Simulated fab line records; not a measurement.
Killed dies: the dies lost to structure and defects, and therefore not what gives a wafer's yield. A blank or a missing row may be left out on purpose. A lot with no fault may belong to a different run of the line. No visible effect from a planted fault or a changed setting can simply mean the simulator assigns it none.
Which tool did it? + flow sky130 + 6 lots, 18 wafers sampled, at 3 steps of a route of 708

== WHAT THE GAUGES READ, wafer by wafer ==
SKY_VIA1_CD_MEAS_12: target cd 150 nm.
| lot  | measured     | on        | cd_nm (nm)        |
|------|--------------|-----------|-------------------|
| L649 | day 34 05:35 | cd_sem-02 | 150.0 150.2 150.5 |
| L652 | day 35 15:28 | cd_sem-02 | 148.8 147.9 148.8 |
| L654 | day 36 11:37 | cd_sem-02 | 150.3 149.7 151.1 |
| L656 | day 36 18:07 | cd_sem-02 | 150.6 149.7 151.4 |
| L659 | day 37 19:55 | cd_sem-01 | 147.2 146.8 148.2 |
| L666 | day 39 22:39 | cd_sem-02 | 149.7 149.3 149.0 |

== TOOL THAT RAN EACH LOT (tool first, then ch and the chambers of the sampled wafers, then the start) ==
| lot  | SKY_METAL1_SPUTTER_04        | SKY_VIA1_CMP_02               |
|------|------------------------------|-------------------------------|
| L649 | pvd_sputter-03, day 31 22:55 | cmp-01 ch 1,2,3, day 33 02:44 |
| L652 | pvd_sputter-01, day 33 08:53 | cmp-01 ch 0,1,3, day 34 12:59 |
| L654 | pvd_sputter-01, day 34 05:35 | cmp-01 ch 0,1, day 35 09:38   |
| L656 | pvd_sputter-02, day 34 15:59 | cmp-01 ch 0,1,2, day 35 19:47 |
| L659 | pvd_sputter-03, day 35 18:58 | cmp-01 ch 1,2,3, day 36 18:28 |
| L666 | pvd_sputter-01, day 37 18:44 | cmp-02 ch 0,1, day 38 21:49   |
- SKY_METAL1_SPUTTER_04: material TiN, target thk 70 nm, time 56.19 s.
- SKY_VIA1_CMP_02: polishes SiO2.

== THE ANSWER, worked out from the rows above alone ==
Rule: what is usual is taken from the lots themselves. The widest of any qualifying gaps counts: lots, ordered by their means at a reading, are off when they make up no more than a third of the lots, leave a main group of 4 or more, and stand apart from it by 3 or more times the standard deviation of that group's means. A main group is skipped when, at the precision printed for the reading in the tables above, its means are all equal. A lot without any number at a reading at which 4 lots or more have one is off too. Any other lot the step has rows for is counted as sound.
No lot is off at any reading shown: from this, nothing can be told.

== WHAT HAD BEEN PUT IN BY THE SIMULATOR ==
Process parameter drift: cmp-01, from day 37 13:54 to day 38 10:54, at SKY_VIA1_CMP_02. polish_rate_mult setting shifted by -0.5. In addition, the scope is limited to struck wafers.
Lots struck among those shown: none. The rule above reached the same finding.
